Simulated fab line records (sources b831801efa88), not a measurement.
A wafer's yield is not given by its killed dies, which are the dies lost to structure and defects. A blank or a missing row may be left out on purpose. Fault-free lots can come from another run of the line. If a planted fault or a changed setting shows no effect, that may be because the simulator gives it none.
2 desks, one fault	flow sky130	what lay behind the numbers comes last; until then each desk has only its own

AT THE METROLOGY DESK
Lot by lot, what the gauges showed, no matter which tool ran the lot: averages of those sampled wafers that carry a number. A lot is out of limits, marked OUT, if its mean lies more than 4 standard deviations from the usual mean; the brackets give that distance.
Columns: A = RES_XHIGH_RS at SKY_SD_N_RS_MEAS_18, usual 333.0 ohm/sq; B = LI_CONTACT_OVL at SKY_LI_CONTACT_OVL_MEAS_13, usual -5 nm; C = CONTACT_CVD_00_THK at SKY_CONTACT_THK_MEAS_01, usual 75.0 nm; D = CONTACT_HDPCVD_THK at SKY_CONTACT_THK_MEAS_03, usual 568 nm
lot	first seen here	A	B	C	D
L257	day 28 05:28	330.8	-4	74.0	567
L259	day 28 22:45	334.6	-2	74.8	559
L260	day 29 00:51	332.5	5	75.5	563
L262	day 29 19:04	333.6	2	75.5	562
L263	day 30 03:34	334.6	-1	74.5	563
L264	day 30 15:41	333.0	-5	75.2	571
L265	day 30 22:32	334.7	-0	75.5	557
L266	day 30 23:25	333.7	-8	74.6	569
L267	day 31 11:07	332.9	-4	75.0	571
L271	day 32 15:07	333.1	2	75.3	460 (-12) OUT
L272	day 33 06:01	331.6	-4	75.6	466 (-11) OUT
L273	day 33 10:54	332.5	-8	74.3	552
L274	day 33 13:00	333.3	-8	74.5	464 (-11) OUT
L277	day 34 12:51	332.2	-7	74.6	572
L278	day 34 17:00	334.2	-7	73.3	574
This desk's result: L271, L272, L274 out of limits, first on L271 (CONTACT_HDPCVD_THK at SKY_CONTACT_THK_MEAS_03), day 34 22:51. In limits: L257, L259, L260, L262, L263, L264, L265, L266, L267, L273, L277, L278.

AT THE TOOL OWNER'S DESK: hdpcvd-01
The tool's own readings at SKY_CONTACT_HDPCVD_02 (deposits SiO2, target thk 565 nm, time 94.2 s): means of the sampled wafers that have a number, for each lot that ran on this tool. A lot is out of limits, marked OUT, if its mean lies more than 4 standard deviations from the usual mean; the brackets give that distance.
Columns: A = pressure mtorr at SKY_CONTACT_HDPCVD_02, usual 6.002 mTorr
lot	first seen here	A
L260	day 31 11:11	6.003
L264	day 33 01:44	5.999
L266	day 33 08:32	6.002
L267	day 33 19:16	6.005
L271	day 34 22:47	5.986
L272	day 35 12:44	5.996
L274	day 35 21:26	6.001
This desk's verdict: no lot among the 7 shows anything out of limits.

TAKEN TOGETHER
L271, L272, L274 would have let the metrology desk raise an alarm at day 34 22:51.
The tool owner's desk saw nothing out of limits.
On record at the tool owner's desk: L271, L272, L274, within its limits.
The lots listed all ran SKY_CONTACT_HDPCVD_02 on hdpcvd-01.

WHAT THE SIMULATOR HAD INSERTED
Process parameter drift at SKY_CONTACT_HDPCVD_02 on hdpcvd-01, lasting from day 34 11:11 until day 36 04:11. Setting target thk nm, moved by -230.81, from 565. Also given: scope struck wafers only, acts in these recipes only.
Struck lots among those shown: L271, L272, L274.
Hours from the fault's start to each desk's first reading out of limits: the metrology desk, 12.
